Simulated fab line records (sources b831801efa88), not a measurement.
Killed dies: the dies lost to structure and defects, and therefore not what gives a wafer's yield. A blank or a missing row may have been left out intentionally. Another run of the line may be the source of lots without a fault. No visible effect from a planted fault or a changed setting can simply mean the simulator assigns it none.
Which tool was responsible? ; flow gf180mcu ; 12 lots with 36 wafers sampled at 5 steps, on a route of 602 steps

WHAT EACH GAUGE READ, for each wafer
GF_VT_IMPLANT_RS_MEAS_47: the measuring method here is four-point-probe. Usual: NWELL_RS typically reads 488.2 ohm/sq, with standard deviation 1.3.
lot;measured;on;NWELL_RS (ohm/sq);flag
L219;day 7 16:29;film-metro-02;487.2 488.6 488.0;
L220;day 7 23:05;film-metro-03;487.7 489.5 489.2;
L221;day 8 07:56;film-metro-03;488.9 487.7 488.7;
L222;day 8 11:46;film-metro-01;488.4 489.1 489.3;
L226;day 10 00:47;film-metro-01;488.1 489.0 489.9;
L227;day 10 01:05;film-metro-02;486.5 486.1 486.2;
L229;day 10 17:40;film-metro-01;487.2 487.9 486.0;
L230;day 10 18:28;film-metro-02;489.4 488.1 488.2;
L231;day 10 23:29;film-metro-03;487.8 488.5 489.0;
L237;day 12 14:35;film-metro-01;468.1 468.1 468.5;OFF
L238;day 13 04:47;film-metro-02;466.2 465.8 466.6;OFF
L242;day 14 03:46;film-metro-02;487.4 487.1 486.6;

EACH LOT AND THE TOOL THAT RAN IT (in order: tool; ch and the chambers of the sampled wafers; start)
lot;GF_STI_STRIP_15;GF_NWELL_IMPLANT_09;GF_VT_IMPLANT_STRIP_20;GF_VT_IMPLANT_STRIP_31
L219;plasma-asher-04 ch 0,1, day 2 01:59;implanter-02 ch 0, day 3 07:20;plasma-asher-02 ch 0, day 6 07:52;plasma-asher-02 ch 0,1, day 6 23:49
L220;plasma-asher-01 ch 0,1, day 2 07:54;implanter-01 ch 0, day 3 13:31;plasma-asher-03 ch 0,1, day 6 14:56;plasma-asher-02 ch 0,1, day 7 06:05
L221;plasma-asher-04 ch 1, day 2 12:21;implanter-02 ch 0, day 3 20:40;plasma-asher-02 ch 0,1, day 6 23:16;plasma-asher-04 ch 0,1, day 7 15:16
L222;plasma-asher-01 ch 0,1, day 2 17:19;implanter-01 ch 0, day 4 00:52;plasma-asher-02 ch 0,1, day 7 02:53;plasma-asher-04 ch 0,1, day 7 18:17
L226;plasma-asher-03 ch 0,1, day 3 14:47;implanter-02 ch 0, day 5 01:28;plasma-asher-03 ch 0,1, day 8 08:11;plasma-asher-02 ch 0,1, day 9 01:10
L227;plasma-asher-04 ch 0,1, day 3 19:15;implanter-04 ch 0, day 5 06:16;plasma-asher-02 ch 0,1, day 8 13:11;plasma-asher-03 ch 0,1, day 9 06:11
L229;plasma-asher-04 ch 0, day 4 06:33;implanter-02 ch 0, day 5 16:47;plasma-asher-04 ch 0, day 9 02:38;plasma-asher-04 ch 1, day 9 23:25
L230;plasma-asher-03 ch 0,1, day 4 11:35;implanter-01 ch 0, day 5 21:44;plasma-asher-04 ch 0,1, day 9 06:32;plasma-asher-02 ch 0,1, day 9 23:53
L231;plasma-asher-03 ch 0,1, day 4 16:11;implanter-02 ch 0, day 6 02:58;plasma-asher-03 ch 0,1, day 9 13:11;plasma-asher-02 ch 0,1, day 10 05:25
L237;plasma-asher-04 ch 0,1, day 5 23:53;implanter-02 ch 0, day 7 11:34;plasma-asher-03 ch 0,1, day 10 23:55;plasma-asher-03 ch 0,1, day 11 19:08
L238;plasma-asher-01 ch 1, day 6 03:42;implanter-02 ch 0, day 7 15:26;plasma-asher-02 ch 1, day 11 13:25;plasma-asher-03 ch 0,1, day 12 08:16
L242;plasma-asher-01 ch 0,1, day 7 01:00;implanter-01 ch 0, day 8 15:02;plasma-asher-03 ch 0,1, day 12 10:56;plasma-asher-02 ch 0,1, day 13 06:43
- GF_STI_STRIP_15: strips in O2/N2.
- GF_NWELL_IMPLANT_09
- GF_VT_IMPLANT_STRIP_20: strips in O2/N2.
- GF_VT_IMPLANT_STRIP_31: strips in O2/N2.

WHAT THE TOOLS THEMSELVES READ (means of the sampled wafers that have a number; where no wafer has one, the mark that the record gives instead)
GF_STI_STRIP_15. Usual: drypump-motor-current-A 6.0 A, standard deviation 0.45; heater-power-w 344 W, standard deviation 23; oes-product-au 0.385 a.u., standard deviation 0.0051; strip-time-to-endpoint-s 3.75 s, standard deviation 0.057.
lot;tool;drypump-motor-current-A (A);heater-power-w (W);oes-product-au (a.u.);strip-time-to-endpoint-s (s);flag
L219;plasma-asher-04;5.9;347;0.389;3.75;
L220;plasma-asher-01;6.1;356;0.383;3.74;
L221;plasma-asher-04;6.2;333;0.382;3.70;
L222;plasma-asher-01;6.1;363;0.382;3.71;
L226;plasma-asher-03;6.0;347;0.389;3.75;
L227;plasma-asher-04;5.9;350;0.388;3.82;
L229;plasma-asher-04;5.7;364;0.387;3.75;
L230;plasma-asher-03;6.0;343;0.386;3.83;
L231;plasma-asher-03;6.3;328;0.388;3.75;
L237;plasma-asher-04;5.9;351;0.386;3.78;
L238;plasma-asher-01;6.5;361;0.382;3.70;
L242;plasma-asher-01;6.1;359;0.384;3.80;

GF_NWELL_IMPLANT_09. Usual: dose-ions-cm2 4e+12, standard deviation 4.1e+09; faraday-current-uA 22.6, standard deviation 0.46.
lot;tool;dose-ions-cm2;faraday-current-uA;flag
L219;implanter-02;4e+12;22.4;
L220;implanter-01;4e+12;22.5;
L221;implanter-02;4e+12;22.3;
L222;implanter-01;4e+12;22.9;
L226;implanter-02;4e+12;22.3;
L227;implanter-04;4e+12;22.5;
L229;implanter-02;4e+12;22.7;
L230;implanter-01;4e+12;23.1;
L231;implanter-02;4e+12;22.5;
L237;implanter-02;5e+12;30.2;OFF
L238;implanter-02;5e+12;30.4;OFF
L242;implanter-01;4e+12;22.4;

GF_VT_IMPLANT_STRIP_20. Usual: drypump-motor-current-A 6.1 A, standard deviation 0.36; heater-power-w 323 W, standard deviation 31; oes-product-au 0.716 a.u., standard deviation 0.0049; strip-time-to-endpoint-s 12.62 s, standard deviation 0.038.
lot;tool;drypump-motor-current-A (A);heater-power-w (W);oes-product-au (a.u.);strip-time-to-endpoint-s (s);flag
L219;plasma-asher-02;5.8;310;0.713;12.60;
L220;plasma-asher-03;6.3;328;0.713;12.63;
L221;plasma-asher-02;6.0;297;0.719;12.56;
L222;plasma-asher-02;6.0;297;0.713;12.63;
L226;plasma-asher-03;6.0;344;0.717;12.60;
L227;plasma-asher-02;6.0;296;0.713;12.68;
L229;plasma-asher-04;5.7;363;0.717;12.63;
L230;plasma-asher-04;5.9;347;0.718;12.59;
L231;plasma-asher-03;6.3;326;0.715;12.69;
L237;plasma-asher-03;6.3;325;0.717;12.60;
L238;plasma-asher-02;6.5;281;0.714;12.62;
L242;plasma-asher-03;6.0;342;0.718;12.61;

GF_VT_IMPLANT_STRIP_31. Usual: drypump-motor-current-A 6.1 A, standard deviation 0.37; heater-power-w 325 W, standard deviation 30; oes-product-au 0.716 a.u., standard deviation 0.0044; strip-time-to-endpoint-s 12.62 s, standard deviation 0.04.
lot;tool;drypump-motor-current-A (A);heater-power-w (W);oes-product-au (a.u.);strip-time-to-endpoint-s (s);flag
L219;plasma-asher-02;6.0;304;0.716;12.63;
L220;plasma-asher-02;6.3;290;0.714;12.61;
L221;plasma-asher-04;6.1;333;0.712;12.65;
L222;plasma-asher-04;6.0;337;0.719;12.62;
L226;plasma-asher-02;6.0;301;0.710;12.62;
L227;plasma-asher-03;6.3;326;0.715;12.64;
L229;plasma-asher-04;6.2;330;0.720;12.60;
L230;plasma-asher-02;6.3;294;0.718;12.71;
L231;plasma-asher-02;6.3;294;0.713;12.56;
L237;plasma-asher-03;6.3;326;0.717;12.68;
L238;plasma-asher-03;6.3;329;0.713;12.59;
L242;plasma-asher-02;6.3;292;0.710;12.64;

THE ANSWER, worked out from the rows above alone
Rule: a lot is off if the mean of its wafers that have a number lies more than 3 standard deviations from the usual mean. A lot without any number at a reading at which 4 lots or more have one is off too. Where the step has rows for the other lots, those lots are counted as sound. Order of review: gauges by route order, followed by the tools' own readings, for which a lot's mean as printed above is used. At the first step where some lot is off, the reading lying furthest off is the one used; lots without a number count as furthest.
Off: L237, L238, seen at GF_VT_IMPLANT_RS_MEAS_47 (NWELL_RS).
A tool fits if, at a process step before that reading, it ran every lot that is off, and no sound lot after the first of them. Not tried: the gauges at GF_VT_IMPLANT_RS_MEAS_47; whatever is off there is also off at GF_NWELL_IMPLANT_09, on other tools, and gauge error can't account for it. Undecided on this evidence; 2 tools fit (implanter-02 at GF_NWELL_IMPLANT_09, plasma-asher-03 at GF_VT_IMPLANT_STRIP_31).

WHAT HAD BEEN PUT IN BY THE SIMULATOR
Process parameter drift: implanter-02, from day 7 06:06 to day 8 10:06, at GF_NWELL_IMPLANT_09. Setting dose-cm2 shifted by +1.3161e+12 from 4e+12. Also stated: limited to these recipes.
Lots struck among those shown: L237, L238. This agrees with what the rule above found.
